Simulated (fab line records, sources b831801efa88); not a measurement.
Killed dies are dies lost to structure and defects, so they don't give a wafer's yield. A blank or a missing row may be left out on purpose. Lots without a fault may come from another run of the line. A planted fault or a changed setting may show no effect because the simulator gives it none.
One fault seen from 2 desks | flow sky130 | each desk has only its own numbers; what lay behind them comes last

THE METROLOGY DESK
What the gauges read, lot by lot, whatever tool the lot ran on: means of the sampled wafers that have a number. A lot is out of limits, marked OUT, if its mean lies more than 4 standard deviations from the usual mean; the brackets give that distance.
Columns: A = VIA1_BOW at SKY_VIA1_BOW_MEAS_03, usual 82 um
lot  | first seen here | A
L128 | day 33 00:56    | 77
L130 | day 33 07:52    | 87
L131 | day 34 02:11    | 81
L133 | day 34 18:20    | 78
L135 | day 35 01:47    | 84
L137 | day 35 18:41    | 81
L138 | day 36 03:49    | 81
L140 | day 36 11:07    | 90
L142 | day 36 23:44    | 80
L144 | day 37 23:10    | 80
L145 | day 38 17:10    | 79
L149 | day 39 09:34    | 87
L151 | day 39 22:47    | 81
This desk's finding: nothing out of limits on any of the 13 lots.

THE TOOL OWNER'S DESK: litho_track-01
The tool's own readings at SKY_VIA1_SOFTBAKE_08 (time 90 s): means of the sampled wafers that have a number, for each lot that ran on this tool. A lot is out of limits, marked OUT, if its mean lies more than 4 standard deviations from the usual mean; the brackets give that distance.
Columns: A = exhaust_pa at SKY_VIA1_SOFTBAKE_08, usual 44.8 Pa; B = heater_power_total_W at SKY_VIA1_SOFTBAKE_08, usual 57.36 W; C = plate_temp_C at SKY_VIA1_SOFTBAKE_08, usual 99.99 C
lot  | first seen here | A    | B                | C
L130 | day 33 21:00    | 45.0 | 57.31            | 100.02
L133 | day 35 07:00    | 44.7 | 57.37            | 99.97
L137 | day 36 08:00    | 45.3 | 57.41            | 99.94
L138 | day 36 16:00    | 44.2 | 57.33            | 100.00
L142 | day 37 13:00    | 46.1 | 57.40            | 99.94
L144 | day 38 11:00    | 43.4 | 56.80 (-4.7) OUT | 99.43
L145 | day 39 04:00    | 44.1 | 56.71 (-5.4) OUT | 99.41 (-4.1) OUT
This desk's finding: out of limits on L144, L145; first on L144, day 38 11:00 (heater_power_total_W at SKY_VIA1_SOFTBAKE_08). In limits: L130, L133, L137, L138, L142.

PUT TOGETHER
The tool owner's desk could have raised an alarm at day 38 11:00, on L144, L145.
The metrology desk saw nothing out of limits.
The metrology desk has L144, L145 on record, within its limits.
Of the lots named, all ran SKY_VIA1_SOFTBAKE_08 on litho_track-01.

WHAT THE SIMULATOR HAD PUT IN
Process parameter drift: litho_track-01, from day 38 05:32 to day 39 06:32, at SKY_VIA1_SOFTBAKE_08. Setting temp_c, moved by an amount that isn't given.
Lots struck among those shown: L144, L145.
Hours from the fault's start to each desk's first reading out of limits: the tool owner's desk, 5.
